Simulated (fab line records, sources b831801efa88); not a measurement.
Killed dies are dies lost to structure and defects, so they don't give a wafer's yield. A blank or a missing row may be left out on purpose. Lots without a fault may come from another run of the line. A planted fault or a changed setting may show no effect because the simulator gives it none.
A struck lot beside a sound one | flow sky130 | 15 steps out of a route of 708
Sound: wafers L771.3, L771.5, L771.6. Struck: wafers L770.1, L770.3, L770.5. The cause comes at the end.
At each step with rows: each side's tool, then ch and its chambers, then its first start. Under that, the readings that differ: sound wafers | struck wafers | difference of the means | sigmas: that difference in standard deviations of wafers without a fault.
alike: readings whose means differ by less than 2 such deviations, and words and numbers that are the same on both sides. not compared: withheld readings, readings that some wafer has no value for, bounds like >300 that may hide the same value, and numbers for which the record gives no deviation and whose values overlap.
The two part at a step that has a row with sigmas, a row that says differs or no value, or rows on one side only. Numbers that don't overlap but have no deviation are shown without sigmas and don't part them. A reading that every wafer of one side lacks parts them only if that side has two wafers or more.

first, 6 steps without rows for these wafers: SKY_LDD_N_HMDS_01 (prime time 60 s); SKY_LDD_N_COAT_02 (resist thk 300 nm); SKY_LDD_N_SOFTBAKE_03 (time 60 s); SKY_LDD_N_EXPOSE_04 (exposes mask NTM, target cd 840 nm); SKY_LDD_N_PEB_05; SKY_LDD_N_DEVELOP_06 (develop time 60 s).
SKY_LDD_N_OVL_MEAS_07:
  sound on overlay-01, day 23 22:00; struck on overlay-01, day 22 07:18
  alike: LDD_N_OVL
then, 5 steps without rows for these wafers: SKY_LDD_N_IMPLANT_08; SKY_LDD_N_IMPLANT_09; SKY_LDD_N_IMPLANT_10; SKY_LDD_N_IMPLANT_11; SKY_LDD_N_IMPLANT_12.
SKY_LDD_N_IMPLANT_13:
  sound on implanter-04 ch 0, day 23 22:50; struck on implanter-02 ch 0, day 22 08:05
  reading            | sound                | struck             | difference | sigmas
  tilt_deg (degrees) | 29.992 29.987 30.009 | -0.017 0.007 0.007 | -29.997    | -99 or more
then, 1 step without rows for these wafers: SKY_LDD_N_IMPLANT_14.
-- the record jumps here: 27 days lie between the struck wafers' starts before and after (it left off in module LDD_N and takes up again in module PAD_OPEN, whose first step shown is number 708 of the route) --
SKY_PAD_OPEN_PROBE_99:
  sound on prober-02, day 49 23:17; struck on prober-02, day 49 08:19
  alike: killed_at_M0_to_M3, killed_at_M4_up, killed_at_contacts, killed_at_front_end, killed_at_other, killed_dies, killed_open, killed_short
  not compared: model.etest.nfet_01v8_turned.vt_sat_v

WHERE THEY PART
Only at SKY_LDD_N_IMPLANT_13, within this record. Later steps at which nothing parts them and some readings are alike: SKY_PAD_OPEN_PROBE_99.

WHY: what the simulator had put in
Process parameter drift: implanter-02, from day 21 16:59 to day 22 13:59, at SKY_LDD_N_IMPLANT_13. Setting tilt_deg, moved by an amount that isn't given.
